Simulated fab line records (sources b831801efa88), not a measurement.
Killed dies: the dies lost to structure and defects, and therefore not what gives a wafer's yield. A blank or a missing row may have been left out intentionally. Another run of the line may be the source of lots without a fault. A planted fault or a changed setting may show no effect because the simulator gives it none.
2 desks looking at one fault || flow sky130 || each desk holds nothing but its own numbers, with what lay behind them at the end

## THE METROLOGY DESK
What the gauges read for every lot (on any tool): the sampled wafers with a number, averaged. If a lot's mean is further than 4 standard deviations from the usual mean, the lot is out of limits and carries the mark OUT (the distance appears in the brackets).
Columns: A = cdNm at SKY_VIA3_CD_MEAS_12, usual 200.3 nm; B = VIA3_OVL at SKY_VIA3_OVL_MEAS_13, usual 2 nm
{"lot": "L112", "first seen here": "day 39 16:34", "A": 199.7, "B": 6}
{"lot": "L116", "first seen here": "day 41 01:02", "A": 202.2, "B": 12}
{"lot": "L125", "first seen here": "day 43 19:14", "A": 200.4, "B": 2}
{"lot": "L126", "first seen here": "day 44 05:16", "A": 203.0, "B": 4}
{"lot": "L129", "first seen here": "day 44 16:21", "A": 200.6, "B": 5}
{"lot": "L132", "first seen here": "day 45 12:40", "A": 200.5, "B": 8}
This desk's verdict: no lot among the 6 shows anything out of limits.

## TOOL OWNER'S DESK, pvdSputter-03
The tool's own readings at SKY_VIA3_SPUTTER_20 (material TiN, target thk 20 nm, time 80 s): means of the sampled wafers that have a number, for each lot that ran on this tool. If a lot's mean is further than 4 standard deviations from the usual mean, the lot is out of limits and carries the mark OUT (the distance appears in the brackets).
Columns: A = throttleValvePct at SKY_VIA3_SPUTTER_20, usual 30.0 %
{"lot": "L112", "first seen here": "day 39 17:25", "A": 30.7}
{"lot": "L116", "first seen here": "day 41 01:54", "A": 30.7}
{"lot": "L125", "first seen here": "day 43 20:04", "A": 30.7}
{"lot": "L126", "first seen here": "day 44 06:07", "A": 30.9}
This desk's verdict: no lot among the 4 shows anything out of limits.

## PUT TOGETHER
At the metrology desk, nothing out of limits was observed.
The tool owner's desk saw nothing out of limits.

## WHAT WAS PUT IN BY THE SIMULATOR
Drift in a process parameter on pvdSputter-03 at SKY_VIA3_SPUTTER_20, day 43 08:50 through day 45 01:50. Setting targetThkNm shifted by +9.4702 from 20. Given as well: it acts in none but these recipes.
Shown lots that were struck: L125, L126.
